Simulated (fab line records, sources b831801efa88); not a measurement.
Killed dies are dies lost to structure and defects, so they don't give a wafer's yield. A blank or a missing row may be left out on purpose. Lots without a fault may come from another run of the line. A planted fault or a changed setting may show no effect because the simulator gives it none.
Which tool did it? | flow gf180mcu | 13 lots, 39 wafers sampled, at 2 steps of a route of 602

WHAT THE GAUGES READ, wafer by wafer
GF_M4_THK_MEAS_06: measures by xrf.
lot  | measured     | on            | M4_ALCU_THK (nm)
L160 | day 22 09:25 | film_metro-02 | 451 456 457
L161 | day 22 16:40 | film_metro-03 | 463 462 457
L165 | day 24 09:07 | film_metro-04 | 449 450 455
L166 | day 24 15:52 | film_metro-03 | 458 460 458
L167 | day 25 03:40 | film_metro-03 | 456 457 463
L172 | day 26 19:23 | film_metro-04 | 455 456 452
L174 | day 27 08:59 | film_metro-02 | 448 450 453
L175 | day 27 13:03 | film_metro-03 | 458 454 458
L179 | day 28 18:26 | film_metro-03 | 465 463 463
L180 | day 29 02:38 | film_metro-04 | 457 453 454
L181 | day 29 02:55 | film_metro-02 | 450 448 449
L182 | day 29 08:57 | film_metro-02 | 449 451 453
L183 | day 29 19:07 | film_metro-03 | 466 459 461

WHICH TOOL RAN EACH LOT (tool, then ch and the chambers of the sampled wafers, then the start)
lot  | GF_M4_SPUTTER_02
L160 | pvd_sputter-02, day 22 09:12
L161 | pvd_sputter-01, day 22 16:27
L165 | pvd_sputter-02, day 24 08:54
L166 | pvd_sputter-01, day 24 15:39
L167 | pvd_sputter-02, day 25 03:27
L172 | pvd_sputter-01, day 26 19:10
L174 | pvd_sputter-02, day 27 08:44
L175 | pvd_sputter-02, day 27 12:50
L179 | pvd_sputter-03, day 28 18:13
L180 | pvd_sputter-03, day 29 02:25
L181 | pvd_sputter-01, day 29 02:43
L182 | pvd_sputter-03, day 29 08:44
L183 | pvd_sputter-01, day 29 18:53
- GF_M4_SPUTTER_02: material AlCu, target thk 450 nm, time 23.9 s.

WHAT THE TOOLS THEMSELVES READ (means of the sampled wafers that have a number; where no wafer has one, the mark that the record gives instead)
GF_M4_SPUTTER_02.
lot  | tool           | throttle_valve_pct (%)
L160 | pvd_sputter-02 | 29.7
L161 | pvd_sputter-01 | 29.9
L165 | pvd_sputter-02 | 30.1
L166 | pvd_sputter-01 | 29.5
L167 | pvd_sputter-02 | 30.4
L172 | pvd_sputter-01 | 29.3
L174 | pvd_sputter-02 | 29.9
L175 | pvd_sputter-02 | 29.9
L179 | pvd_sputter-03 | 29.7
L180 | pvd_sputter-03 | 29.6
L181 | pvd_sputter-01 | 29.5
L182 | pvd_sputter-03 | 29.9
L183 | pvd_sputter-01 | 30.0

THE ANSWER, worked out from the rows above alone
Rule: what is usual is taken from the lots themselves. Put in order of their means at a reading, lots are off if they are a third of the lots or fewer, leave a main group of 4 or more, and stand apart from it by a gap of 3 or more times the standard deviation of the main group's means; of several such gaps the widest counts. A main group whose means are all the same, to the digits that the tables above print for the reading, isn't used. A lot without any number at a reading at which 4 lots or more have one is off too. The other lots that the step has rows for count as sound. The gauges are gone through in route order, then the tools' own readings, and for those a lot's mean is taken as printed above. The first step at which some lot is off is used, and at that step the reading that is off furthest; a lot without a number counts as furthest.
No lot is off at any reading shown: from this, nothing can be told.

WHAT THE SIMULATOR HAD PUT IN
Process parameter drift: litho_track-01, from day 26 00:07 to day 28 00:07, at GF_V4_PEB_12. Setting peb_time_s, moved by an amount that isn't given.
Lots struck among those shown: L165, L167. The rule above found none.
